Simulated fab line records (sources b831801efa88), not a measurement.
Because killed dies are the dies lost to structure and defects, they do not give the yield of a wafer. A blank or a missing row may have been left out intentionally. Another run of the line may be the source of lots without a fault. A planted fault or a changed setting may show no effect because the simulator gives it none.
One fault seen from 2 desks || flow gf180mcu || only its own numbers are on each desk; what lay behind them is given at the end

== TOOL OWNER'S DESK, cmp-01 ==
The tool's own readings at GF_V5_CMP_26 (polishes, stops on SiO2, t overpolish 15 s, target thk 0 nm): means of the sampled wafers that have a number, for each lot that ran on this tool. Marked OUT: a lot whose mean sits more than 4 standard deviations from the usual mean, which makes it out of limits; the brackets give that distance.
Columns: A = motor_current_A at GF_V5_CMP_26, usual 10.8 A; B = overpolish_run_s at GF_V5_CMP_26, usual 14.998 s; C = time_to_endpoint_s at GF_V5_CMP_26, usual 86 s
{"lot": "L300", "first seen here": "day 27 21:31", "A": 11.1, "B": 15.004, "C": 83}
{"lot": "L304", "first seen here": "day 29 02:49", "A": 10.9, "B": 14.998, "C": 86}
{"lot": "L307", "first seen here": "day 30 02:23", "A": 11.3, "B": 14.994, "C": 85}
{"lot": "L309", "first seen here": "day 30 17:13", "A": 10.6, "B": 15.000, "C": 85}
{"lot": "L311", "first seen here": "day 31 03:23", "A": 11.8, "B": "0.041 (-99 or more) OUT", "C": "128 (+14) OUT"}
{"lot": "L312", "first seen here": "day 31 08:25", "A": 11.4, "B": "5.020 (-99 or more) OUT", "C": "113 (+8.8) OUT"}
{"lot": "L313", "first seen here": "day 31 14:37", "A": 10.4, "B": "7.526 (-99 or more) OUT", "C": "109 (+7.4) OUT"}
This desk's verdict: out of limits on L311, L312, L313, starting with L311 at day 31 03:23 (overpolish_run_s at GF_V5_CMP_26). Within limits: L300, L304, L307, L309.

== THE METROLOGY DESK ==
What the gauges read for every lot (on any tool): the sampled wafers with a number, averaged. Marked OUT: a lot whose mean sits more than 4 standard deviations from the usual mean, which makes it out of limits; the brackets give that distance.
Columns: A = M4_ALCU_RS at GF_M4_RS_MEAS_05, usual 0.0698 ohm/sq
{"lot": "L300", "first seen here": "day 23 01:40", "A": 0.0694}
{"lot": "L301", "first seen here": "day 23 08:34", "A": 0.0695}
{"lot": "L302", "first seen here": "day 23 16:43", "A": 0.0717}
{"lot": "L303", "first seen here": "day 24 07:55", "A": 0.0704}
{"lot": "L304", "first seen here": "day 24 12:34", "A": 0.0700}
{"lot": "L305", "first seen here": "day 24 20:46", "A": 0.0689}
{"lot": "L307", "first seen here": "day 25 15:02", "A": 0.0708}
{"lot": "L309", "first seen here": "day 26 08:24", "A": 0.0704}
{"lot": "L311", "first seen here": "day 26 21:27", "A": 0.0699}
{"lot": "L312", "first seen here": "day 27 02:49", "A": 0.0702}
{"lot": "L313", "first seen here": "day 27 08:56", "A": 0.0697}
{"lot": "L316", "first seen here": "day 28 12:42", "A": 0.0700}
{"lot": "L320", "first seen here": "day 29 15:08", "A": 0.0694}
Result from this desk: across the 13 lots, nothing is out of limits.

== ALL TOGETHER ==
The tool owner's desk had the chance to raise an alarm at day 31 03:23 on L311, L312, L313.
Metrology desk: nothing out of limits seen.
The metrology desk has L311, L312, L313 on record, within its limits.
GF_V5_CMP_26 was run on cmp-01 by each of the lots named.

== WHAT THE SIMULATOR HAD INSERTED ==
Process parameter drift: cmp-01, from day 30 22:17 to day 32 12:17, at GF_V5_CMP_26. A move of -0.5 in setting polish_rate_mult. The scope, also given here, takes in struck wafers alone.
Shown lots that were struck: L311, L312, L313.
Time in hours from fault onset to the first out-of-limits reading at each desk: the tool owner's desk, 5.
